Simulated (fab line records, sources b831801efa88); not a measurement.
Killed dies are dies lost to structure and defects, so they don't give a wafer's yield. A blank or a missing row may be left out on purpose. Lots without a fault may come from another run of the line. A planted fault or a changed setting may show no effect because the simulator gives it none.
Chamber matching | flow sky130 | SKY_VIA3_CMP_02 on cmp-02: 4 sister chambers
The step polishes SiO2. 24 wafers are shown with their chamber, then 12 later ones without.

WAFERS WITH THEIR CHAMBER
wafer  | chamber | motor_current_A (A)
L075.2 | 2       | 11.7
L075.4 | 0       | 11.9
L075.5 | 3       | 10.2
L074.1 | 2       | 11.5
L074.4 | 1       | 13.9
L074.6 | 2       | 11.7
L078.1 | 3       | 10.2
L078.2 | 0       | 11.5
L078.3 | 1       | 13.0
L082.1 | 3       | 10.7
L082.3 | 2       | 11.7
L082.6 | 0       | 11.7
L081.2 | 0       | 11.3
L081.3 | 3       | 10.2
L081.6 | 1       | 13.3
L084.1 | 2       | 12.1
L084.2 | 0       | 11.1
L084.5 | 3       | 10.8
L085.1 | 1       | 13.5
L085.2 | 3       | 10.5
L085.4 | 0       | 11.8
L086.3 | 1       | 13.7
L086.5 | 2       | 11.3
L086.6 | 3       | 10.6

SIGNATURES (means of the wafers above)
reading         | chamber 0 | chamber 1 | chamber 2 | chamber 3 | scatter within a chamber
motor_current_A | 11.550    | 13.480    | 11.667    | 10.457    | 0.293
Rule: a wafer's distance from a chamber is the root of the sum, over the readings, of the square of ((its reading less the chamber's mean) divided by the reading's scatter). The wafer belongs to the nearest chamber; if the next one is less than 2 further off, it can't be placed. The scatter: the root of (the sum of the squares of (reading less its chamber's mean) over the shown wafers, divided by (wafers less chambers)).

WAFERS WITHOUT THEIR CHAMBER
wafer  | motor_current_A (A)
L090.1 | 10.6
L090.2 | 13.9
L090.6 | 13.5
L092.1 | 11.3
L092.2 | 13.8
L092.4 | 11.2
L093.2 | 11.4
L093.5 | 13.2
L093.6 | 11.7
L095.2 | 10.1
L095.3 | 11.2
L095.4 | 13.7

WHICH CHAMBER EACH WENT THROUGH
wafer  | from the rows above          | in truth
L090.1 | 3                            | 3
L090.2 | 1                            | 1
L090.6 | 1                            | 1
L092.1 | can't be placed: 0 or 2      | 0
L092.2 | 1                            | 1
L092.4 | can't be placed: 0 or 2 or 3 | 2
L093.2 | can't be placed: 0 or 2      | 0
L093.5 | 1                            | 1
L093.6 | can't be placed: 2 or 0      | 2
L095.2 | 3                            | 3
L095.3 | can't be placed: 0 or 2 or 3 | 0
L095.4 | 1                            | 1
Placed correctly: 7 of 12. Can't be placed from these rows: 5 (the true chamber is among the candidates in 5). Placed wrongly: 0.
